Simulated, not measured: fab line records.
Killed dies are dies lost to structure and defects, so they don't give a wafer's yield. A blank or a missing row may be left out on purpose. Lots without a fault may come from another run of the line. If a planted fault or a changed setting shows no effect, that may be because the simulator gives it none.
Chamber matching :: flow gf180mcu :: GF_V3_CMP_04 on cmp-02: 4 sister chambers
The step polishes SiO2. 8 wafers are shown with their chamber, then 8 later ones without.

## WAFERS PAIRED WITH THEIR CHAMBERS
wafer: L940.5
chamber: 2
motor current A (A): 12.1
head pressure psi (psi): 3.999

wafer: L943.2
chamber: 2
motor current A (A): 12.6
head pressure psi (psi): 4.014

wafer: L943.5
chamber: 1
motor current A (A): 12.2
head pressure psi (psi): 4.012

wafer: L944.2
chamber: 3
motor current A (A): 12.4
head pressure psi (psi): 4.006

wafer: L944.6
chamber: 1
motor current A (A): 11.9
head pressure psi (psi): 3.998

wafer: L948.5
chamber: 0
motor current A (A): 11.6
head pressure psi (psi): 4.003

wafer: L950.6
chamber: 0
motor current A (A): 11.3
head pressure psi (psi): 3.996

wafer: L957.3
chamber: 3
motor current A (A): 12.8
head pressure psi (psi): 3.992

## WAFERS WITH NO CHAMBER GIVEN
wafer: L957.4
motor current A (A): 12.8
head pressure psi (psi): 3.994

wafer: L957.6
motor current A (A): 12.3
head pressure psi (psi): 3.986

wafer: L959.1
motor current A (A): 12.0
head pressure psi (psi): 3.990

wafer: L959.2
motor current A (A): 10.5
head pressure psi (psi): 4.007

wafer: L959.6
motor current A (A): 13.0
head pressure psi (psi): 3.995

wafer: L960.1
motor current A (A): 12.3
head pressure psi (psi): 3.986

wafer: L960.5
motor current A (A): 10.7
head pressure psi (psi): 3.998

wafer: L960.6
motor current A (A): 12.9
head pressure psi (psi): 3.997

## THE CHAMBER EACH PASSED THROUGH
wafer: L957.4
from the rows above: can't be placed: 3 or 2
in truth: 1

wafer: L957.6
from the rows above: can't be placed: 3 or 2 or 1 or 0
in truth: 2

wafer: L959.1
from the rows above: can't be placed: 1 or 2 or 0 or 3
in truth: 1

wafer: L959.2
from the rows above: 0
in truth: 0

wafer: L959.6
from the rows above: can't be placed: 3 or 2
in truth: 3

wafer: L960.1
from the rows above: can't be placed: 3 or 2 or 1 or 0
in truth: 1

wafer: L960.5
from the rows above: 0
in truth: 0

wafer: L960.6
from the rows above: can't be placed: 3 or 2
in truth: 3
Placed correctly: 2 of 8. Cannot be placed on the basis of these rows: 6; the candidates contain the true chamber in 5. Number placed wrongly: 0.
How it was worked out, from the rows above alone: a wafer's distance from a chamber is the root of the sum, over the readings, of the square of ((its reading less the chamber's mean) divided by the reading's scatter). If the next closest chamber is less than 2 further off than the closest, the wafer can't be placed; otherwise it belongs to the closest. Each chamber's mean is taken over the wafers shown for it. The scatter is the square root of a quotient: the sum, over the shown wafers, of each reading's squared deviation from its chamber's mean, divided by wafers minus chambers.
